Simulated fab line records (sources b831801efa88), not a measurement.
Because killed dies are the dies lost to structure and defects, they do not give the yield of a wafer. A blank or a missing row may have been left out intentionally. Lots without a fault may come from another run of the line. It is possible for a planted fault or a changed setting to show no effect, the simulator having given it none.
Which tool did it? -- flow gf180mcu -- 14 lots with 42 wafers sampled at 3 steps, on a route of 602 steps

== WHAT THE GAUGES SHOWED, per wafer ==
GF_SAB_CD_MEAS_09: target cd 420 nm.
lot,measured,on,cd nm (nm)
L930,day 16 19:25,cd sem-01,423.7 424.0 421.3
L931,day 17 04:19,cd sem-01,418.4 420.9 418.9
L932,day 17 15:37,cd sem-01,421.2 421.1 424.1
L933,day 18 00:47,cd sem-02,419.2 418.6 421.0
L935,day 18 12:51,cd sem-01,419.2 420.6 422.0
L940,day 20 09:23,cd sem-01,422.4 422.3 422.7
L941,day 20 19:26,cd sem-01,421.7 418.4 420.9
L943,day 21 09:12,cd sem-02,419.3 420.5 420.9
L944,day 21 20:25,cd sem-02,419.5 420.4 421.2
L945,day 22 04:47,cd sem-01,419.9 421.2 418.8
L946,day 22 12:06,cd sem-02,416.6 418.2 417.6
L947,day 22 20:40,cd sem-01,416.8 416.4 418.4
L948,day 23 03:21,cd sem-01,419.6 417.6 419.7
L949,day 23 11:01,cd sem-02,419.3 417.5 420.5

GF_CONTACT_THK_MEAS_01.
lot,measured,on,CONTACT_CVD_00_THK (nm)
L930,day 16 20:29,film metro-01,300 306 304
L931,day 17 05:26,film metro-01,303 296 306
L932,day 17 16:41,film metro-02,297 299 301
L933,day 18 01:52,film metro-02,299 303 301
L935,day 18 13:59,film metro-02,303 301 306
L940,day 20 10:28,film metro-02,300 300 299
L941,day 20 20:30,film metro-03,302 299 305
L943,day 21 10:15,film metro-01,298 297 298
L944,day 21 21:29,film metro-03,298 299 301
L945,day 22 05:50,film metro-02,297 300 299
L946,day 22 13:11,film metro-02,293 298 296
L947,day 22 21:45,film metro-02,293 297 295
L948,day 23 04:25,film metro-01,302 299 298
L949,day 24 02:27,film metro-02,299 301 304

== WHICH TOOL RAN EACH LOT (tool, then ch and the chambers of the sampled wafers, then the start) ==
lot,GF_HV_LDD_IMPLANT_48
L930,"implanter-01 ch 0, day 13 22:25"
L931,"implanter-01 ch 0, day 14 04:26"
L932,"implanter-01 ch 0, day 14 14:46"
L933,"implanter-01 ch 0, day 15 01:29"
L935,"implanter-04 ch 0, day 15 09:56"
L940,"implanter-02 ch 0, day 17 05:35"
L941,"implanter-04 ch 0, day 17 14:17"
L943,"implanter-04 ch 0, day 18 04:32"
L944,"implanter-02 ch 0, day 18 15:59"
L945,"implanter-04 ch 0, day 18 23:49"
L946,"implanter-02 ch 0, day 19 08:06"
L947,"implanter-01 ch 0, day 19 15:56"
L948,"implanter-02 ch 0, day 19 23:19"
L949,"implanter-01 ch 0, day 20 07:33"
- GF_HV_LDD_IMPLANT_48

== WHAT THE TOOLS THEMSELVES READ (means of the sampled wafers that have a number; where no wafer has one, the mark that the record gives instead) ==
GF_HV_LDD_IMPLANT_48.
lot,tool,beam energy keV,dose ions cm2,faraday current uA,tilt deg (degrees)
L930,implanter-01,24.995,3e+13,169,7.000
L931,implanter-01,24.991,3e+13,152,7.031
L932,implanter-01,24.994,3e+13,152,7.006
L933,implanter-01,25.002,3e+13,150,6.992
L935,implanter-04,24.994,3e+13,168,7.001
L940,implanter-02,24.996,3e+13,172,7.004
L941,implanter-04,24.994,3e+13,170,6.986
L943,implanter-04,25.001,3e+13,171,7.001
L944,implanter-02,24.992,3e+13,168,7.013
L945,implanter-04,24.991,3e+13,169,7.024
L946,implanter-02,25.001,3e+13,166,6.998
L947,implanter-01,25.005,3e+13,167,6.992
L948,implanter-02,25.009,3e+13,169,7.002
L949,implanter-01,25.003,3e+13,169,7.018

== THE ANSWER, worked out from the rows above alone ==
Rule: what is usual is taken from the lots themselves. The widest of any qualifying gaps counts: lots, ordered by their means at a reading, are off when they make up no more than a third of the lots, leave a main group of 4 or more, and stand apart from it by 3 or more times the standard deviation of that group's means. Not used: any main group whose means are identical at the precision the tables above print for the reading. A lot without any number at a reading at which 4 lots or more have one is off too. All remaining lots with rows at the step are treated as sound. First the gauges in route order, then the tools' own readings, where a lot's mean is used as printed above. At the first step where some lot is off, the reading lying furthest off is the one used; lots without a number count as furthest.
Off, at GF_HV_LDD_IMPLANT_48 on faraday current uA: L931, L932, L933. The main group: mean 169, standard deviation 1.6.
If a tool, at that step or one of the process steps before it, ran each lot that is off and ran no sound lot following the first of them, it fits. No candidate that was tried fits.

== WHAT THE SIMULATOR HAD PUT IN ==
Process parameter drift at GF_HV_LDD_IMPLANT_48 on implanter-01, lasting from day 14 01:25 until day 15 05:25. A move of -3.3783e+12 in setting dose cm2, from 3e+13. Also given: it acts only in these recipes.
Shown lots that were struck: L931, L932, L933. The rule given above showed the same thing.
